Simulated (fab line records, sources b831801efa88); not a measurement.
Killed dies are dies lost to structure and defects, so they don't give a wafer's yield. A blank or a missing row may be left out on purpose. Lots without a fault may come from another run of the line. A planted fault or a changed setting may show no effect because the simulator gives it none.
A struck lot beside a sound one | flow sky130 | 17 steps out of a route of 708
Sound: wafers L757.1, L757.3, L757.5. Struck: wafers L770.4, L770.5, L770.6. The cause comes at the end.
At each step with rows: each side's tool, then ch and its chambers, then its first start. Under that, the readings that differ: sound wafers | struck wafers | difference of the means | sigmas: that difference in standard deviations of wafers without a fault.
alike: readings whose means differ by less than 2 such deviations, and words and numbers that are the same on both sides. not compared: withheld readings, readings that some wafer has no value for, bounds like >300 that may hide the same value, and numbers for which the record gives no deviation and whose values overlap.
The two part at a step that has a row with sigmas, a row that says differs or no value, or rows on one side only. Numbers that don't overlap but have no deviation are shown without sigmas and don't part them. A reading that every wafer of one side lacks parts them only if that side has two wafers or more.

SKY_LDD_HVN_OVL_MEAS_07:
  sound on overlay-02, day 21 17:02; struck on overlay-01, day 27 01:41
  alike: LDD_HVN_OVL
then, 1 step without rows for these wafers: SKY_LDD_HVN_IMPLANT_08.
SKY_LDD_HVN_STRIP_09: strips in O2/N2.
  sound on plasma_asher-02 ch 0,1, day 21 17:13; struck on plasma_asher-02 ch 0,1, day 27 01:53
  alike: drypump_motor_current_A, oes_product_au, strip_time_to_endpoint_s
  not compared: rf_hours_counter_h
SKY_LDD_HVN_TW_MEAS_10:
  sound on film_metro-03, day 21 17:19; struck on film_metro-04, day 27 01:59
  alike: LDD_HVN_TW
then, 7 steps without rows for these wafers: SKY_LDD_HVP_DEHYDRATE_00 (time 60 s); SKY_LDD_HVP_HMDS_01 (prime time 60 s); SKY_LDD_HVP_COAT_02 (resist thk 300 nm); SKY_LDD_HVP_SOFTBAKE_03 (time 60 s); SKY_LDD_HVP_EXPOSE_04 (exposes mask HVPTM, target cd 700 nm); SKY_LDD_HVP_PEB_05; SKY_LDD_HVP_DEVELOP_06 (develop time 60 s).
SKY_LDD_HVP_OVL_MEAS_07:
  sound on overlay-02, day 22 23:53; struck on overlay-01, day 28 06:47
  alike: LDD_HVP_OVL
SKY_LDD_HVP_IMPLANT_08:
  sound on implanter-02 ch 0, day 22 23:55; struck on implanter-04 ch 0, day 28 06:53
  reading            | sound                            | struck                          | difference  | sigmas
  dose_ions_cm2      | 1.6975e+13 1.6985e+13 1.6975e+13 | 8.9618e+13 8.9612e+13 8.964e+13 | +7.2645e+13 | +99 or more
  faraday_current_uA | 95.3 98.5 95.3                   | 498.2 495.9 492.7               | +399.2      | +99 or more
SKY_LDD_HVP_STRIP_09: strips in O2/N2.
  sound on plasma_asher-04 ch 0,1, day 23 00:04; struck on plasma_asher-02 ch 0,1, day 28 06:59
  alike: drypump_motor_current_A, oes_product_au, strip_time_to_endpoint_s
  not compared: rf_hours_counter_h
SKY_LDD_HVP_TW_MEAS_10:
  sound on film_metro-02, day 23 00:10; struck on film_metro-04, day 28 07:05
  reading    | sound       | struck      | difference | sigmas
  LDD_HVP_TW | 446 449 447 | 759 762 765 | +315       | +72
then, 1 step without rows for these wafers: SKY_LDD_LDN_DEHYDRATE_00 (time 60 s).
-- the record jumps here: 22 days lie between the struck wafers' starts before and after (it left off in module LDD_LDN and takes up again in module PAD_OPEN, whose first step shown is number 708 of the route) --
SKY_PAD_OPEN_PROBE_99:
  sound on prober-02, day 46 22:45; struck on prober-02, day 50 06:49
  reading                                   | sound                | struck            | difference | sigmas
  model.etest.tip_p_5v.rs_ohm_sq            | 2875 2870 2868       | 871.9 871.5 880.2 | -1996.5    |
  model.etest.pfet_g5v0d10v5.r_on_ohm_um    | 4744 4769 4691       | 4038 4000 3990    | -725       |
  model.etest.pfet_g5v0d10v5.drive_ua_um    | 342.2 339.7 347.6    | 406.4 410.4 407.8 | +65.0      |
  model.etest.tip_p_5v.rs_ohm_sq_range      | 85.66 115.9 68.57    | 23.53 25.28 31.15 | -63.39     |
  model.etest.res_pdiff_hv.rs_ohm_sq        | 191.2 191.4 189.9    | 179.7 180.6 181.1 | -10.4      |
  model.etest.pfet_16v.drive_ua_um          | 251 245.4 248.2      | 254.8 258.9 259.2 | +9.4       |
  model.etest.pfet_g5v0d10v5.off_log10_a_um | -12.61 -12.35 -12.34 | -9.142 -8.6 -8.93 | +3.543     |
  model.etest.ring_5v.delay_ps              | 44.78 45.24 43.94    | 42.35 42.07 41.9  | -2.55      |
  alike: killed_at_M0_to_M3, killed_at_M4_up, killed_at_contacts, killed_at_front_end, killed_at_other, killed_dies, killed_open, killed_short

WHERE THEY PART
First at SKY_LDD_HVP_IMPLANT_08; last, within this record, at SKY_LDD_HVP_TW_MEAS_10. Later steps at which nothing parts them and some readings are alike: SKY_PAD_OPEN_PROBE_99.

WHY: what the simulator had put in
Process parameter drift: implanter-04, from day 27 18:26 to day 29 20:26, at SKY_LDD_HVP_IMPLANT_08. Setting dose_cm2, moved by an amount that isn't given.
